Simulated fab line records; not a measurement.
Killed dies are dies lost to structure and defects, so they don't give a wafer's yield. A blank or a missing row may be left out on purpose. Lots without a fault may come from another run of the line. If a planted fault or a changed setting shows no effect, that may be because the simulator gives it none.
Chamber matching | flow sfqLine | SFQ_TRILAYER_I7_VIA_BARC_OPEN_VIA_ETCH_260 on rieDiel-04: 4 sister chambers
The step etches BARC in O2, target depth 125 nm, time 41.7 s. 4 wafers are shown with their chamber, then 6 later ones without.

## WAFERS WITH THEIR CHAMBER
wafer  | chamber | drypumpMotorCurrentA (A)
L564.2 | 0       | 5.73
L564.3 | 3       | 5.80
L575.5 | 2       | 5.86
L575.6 | 1       | 5.83

## WAFERS WITH NO CHAMBER GIVEN
wafer  | drypumpMotorCurrentA (A)
L577.1 | 5.72
L577.2 | 5.82
L577.5 | 5.72
L579.1 | 5.72
L579.4 | 5.79
L579.5 | 5.82

## CHAMBER TAKEN BY EACH
wafer  | from the rows above     | in truth
L577.1 | 0                       | 0
L577.2 | can't be placed: 1 or 3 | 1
L577.5 | 0                       | 0
L579.1 | 0                       | 0
L579.4 | 3                       | 3
L579.5 | can't be placed: 1 or 3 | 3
Correct placement for 4 of the 6. Cannot be placed on the basis of these rows: 2; the candidates contain the true chamber in 2. Wrongly placed: 0.
How it was worked out, from the rows above alone: a wafer's distance from a chamber is the root of the sum, over the readings, of the square of ((its reading less the chamber's mean) divided by the reading's scatter). The wafer belongs to the nearest chamber; if the next one is less than 2 further off, it can't be placed. For every chamber, the mean is computed from those of its wafers that are shown. The scatter: root of mean squared gap, hidden wafer to nearest shown wafer, with one shown wafer a chamber.
